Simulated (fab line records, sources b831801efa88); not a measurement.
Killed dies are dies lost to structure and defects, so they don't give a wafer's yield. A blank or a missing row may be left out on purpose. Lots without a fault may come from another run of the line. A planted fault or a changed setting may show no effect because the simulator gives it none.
Tool commonality check | flow gf180mcu | 11 lots, 33 wafers sampled

WHY IT WAS OPENED
At GF_CONTACT_RS_MEAS_25 the reading CONTACT_W_RS is flagged on 2 of 11 lots. Wafers without a fault read 0.382 ohm/sq, standard deviation 0.005.
Rule: a lot is flagged when every wafer of it that has a number lies more than 4 standard deviations from that mean, or none has a number. The other lots count as sound.

lot  | measured     | on            | CONTACT_W_RS (ohm/sq), wafer by wafer | flag
L394 | day 16 08:45 | film_metro-01 | 0.375 0.384 0.374                     |
L395 | day 16 22:48 | film_metro-04 | 0.394 0.387 0.384                     |
L396 | day 17 11:21 | film_metro-01 | 0.377 0.391 0.383                     |
L402 | day 19 02:37 | film_metro-02 | 0.196 0.196 0.193                     | FLAGGED
L403 | day 19 23:23 | film_metro-04 | 0.191 0.197 0.192                     | FLAGGED
L406 | day 20 19:46 | film_metro-01 | 0.376 0.384 0.377                     |
L408 | day 21 06:51 | film_metro-01 | 0.381 0.385 0.387                     |
L411 | day 22 10:29 | film_metro-01 | 0.377 0.387 0.375                     |
L412 | day 22 14:04 | film_metro-01 | 0.384 0.385 0.384                     |
L413 | day 23 02:37 | film_metro-01 | 0.385 0.385 0.376                     |
L414 | day 23 08:01 | film_metro-04 | 0.382 0.389 0.381                     |
The numbers of the flagged lots are 0.194 ohm/sq on average: -0.188 ohm/sq against the usual, or -38 standard deviations.

WHICH TOOL RAN EACH LOT
The record holds 1 process step before the reading, out of a route of 602 steps. In each cell: the tool, then ch and the chambers that the sampled wafers went through, then the start.
lot  | flag    | GF_CONTACT_CVD_24
L394 |         | cvd_w-01 ch 0,1, day 16 08:38
L395 |         | cvd_w-02 ch 0,1, day 16 22:42
L396 |         | cvd_w-01 ch 0,1, day 17 11:15
L402 | FLAGGED | cvd_w-01 ch 0,1, day 19 02:31
L403 | FLAGGED | cvd_w-01 ch 0,1, day 19 23:17
L406 |         | cvd_w-02 ch 0,1, day 20 19:40
L408 |         | cvd_w-02 ch 0,1, day 21 06:45
L411 |         | cvd_w-01 ch 0,1, day 22 10:23
L412 |         | cvd_w-01 ch 0, day 22 13:57
L413 |         | cvd_w-01 ch 0,1, day 23 02:29
L414 |         | cvd_w-02 ch 0,1, day 23 07:55
What these steps do:
- GF_CONTACT_CVD_24: deposits W, target thk 300 nm, time 90.339 s.
- GF_CONTACT_RS_MEAS_25: measures by four-point-probe.

FLAGGED OVER TOTAL, TOOL BY TOOL (the gauges that took the reading come last)
step                  | tool          | lots run | flagged | share of the flagged lots | sound lots run after its first flagged lot
GF_CONTACT_CVD_24     | cvd_w-01      | 7        | 2       | all                       | 3 (L411,L412,L413)
GF_CONTACT_CVD_24     | cvd_w-02      | 4        | 0       | none                      | -
GF_CONTACT_RS_MEAS_25 | film_metro-01 | 7        | 0       | none                      | -
GF_CONTACT_RS_MEAS_25 | film_metro-02 | 1        | 1       | some                      | 0
GF_CONTACT_RS_MEAS_25 | film_metro-04 | 3        | 1       | some                      | 1 (L414)

WHAT THE TABLE ALLOWS
1 row of the table ran every flagged lot: cvd_w-01 at GF_CONTACT_CVD_24.
- cvd_w-01 at GF_CONTACT_CVD_24: 2 of its 7 lots flagged. Sound lots ran on it after the first flagged one (L411, L412, L413), which a lasting fault on the whole tool wouldn't allow.
No row of the table ran every flagged lot and no sound lot after the first.

WHAT THE SIMULATOR HAD PUT IN
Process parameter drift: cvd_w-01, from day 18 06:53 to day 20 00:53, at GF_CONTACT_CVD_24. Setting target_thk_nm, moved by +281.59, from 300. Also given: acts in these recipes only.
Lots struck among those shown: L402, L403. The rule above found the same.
